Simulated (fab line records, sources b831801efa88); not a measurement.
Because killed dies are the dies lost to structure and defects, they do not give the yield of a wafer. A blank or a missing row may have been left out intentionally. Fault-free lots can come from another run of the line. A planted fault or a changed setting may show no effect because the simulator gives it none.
A single fault, viewed from 2 desks    flow gf180mcu    each desk holds nothing but its own numbers, with what lay behind them at the end

THE METROLOGY DESK
What the gauges read, lot by lot, whatever tool the lot ran on: means of the sampled wafers that have a number. Marked OUT: a lot whose mean sits more than 4 standard deviations from the usual mean, which makes it out of limits; the brackets give that distance.
Columns: A = V5_CVD_02_THK at GF_V5_THK_MEAS_03, usual 1445 nm
lot   first seen here  A
L377  day 26 05:39     1445
L379  day 27 01:06     1463
L382  day 28 03:30     1438
L383  day 28 09:04     1435
L385  day 28 21:41     1466
L386  day 29 11:24     1451
L387  day 29 13:56     1443
L388  day 29 17:17     1443
L390  day 30 10:58     1440
L392  day 31 05:46     1445
L395  day 31 19:47     1430
L398  day 32 14:26     1456
This desk found nothing out of limits on any of the 12 lots.

FOR THE TOOL OWNER'S DESK: plasmaAsher-01
The tool's own readings at GF_MIM_STRIP_20 (strips in O2/N2): means of the sampled wafers that have a number, for each lot that ran on this tool. Marked OUT: a lot whose mean sits more than 4 standard deviations from the usual mean, which makes it out of limits; the brackets give that distance.
Columns: A = drypumpMotorCurrentA at GF_MIM_STRIP_20, usual 5.5 A; B = heaterPowerW at GF_MIM_STRIP_20, usual 312 W; C = oesProductAu at GF_MIM_STRIP_20, usual 0.692 a.u.; D = stripTimeToEndpointS at GF_MIM_STRIP_20, usual 11.22 s
lot   first seen here  A    B    C      D
L382  day 27 06:02     5.8  307  0.694  11.24
L383  day 27 11:46     5.5  314  0.692  11.18
L386  day 28 15:01     5.8  305  0.692  11.15
L387  day 28 17:13     5.5  318  0.699  11.29
L388  day 28 19:58     5.8  310  0.694  11.24
L390  day 29 14:25     5.8  307  0.691  11.19
L392  day 30 10:37     5.8  309  0.687  11.24
L395  day 31 00:38     5.5  317  0.688  11.17
This desk found nothing out of limits on any of the 8 lots.

ALL TOGETHER
From the metrology desk's view, nothing was out of limits.
The tool owner's desk saw nothing out of limits.

WHAT THE SIMULATOR HAD INSERTED
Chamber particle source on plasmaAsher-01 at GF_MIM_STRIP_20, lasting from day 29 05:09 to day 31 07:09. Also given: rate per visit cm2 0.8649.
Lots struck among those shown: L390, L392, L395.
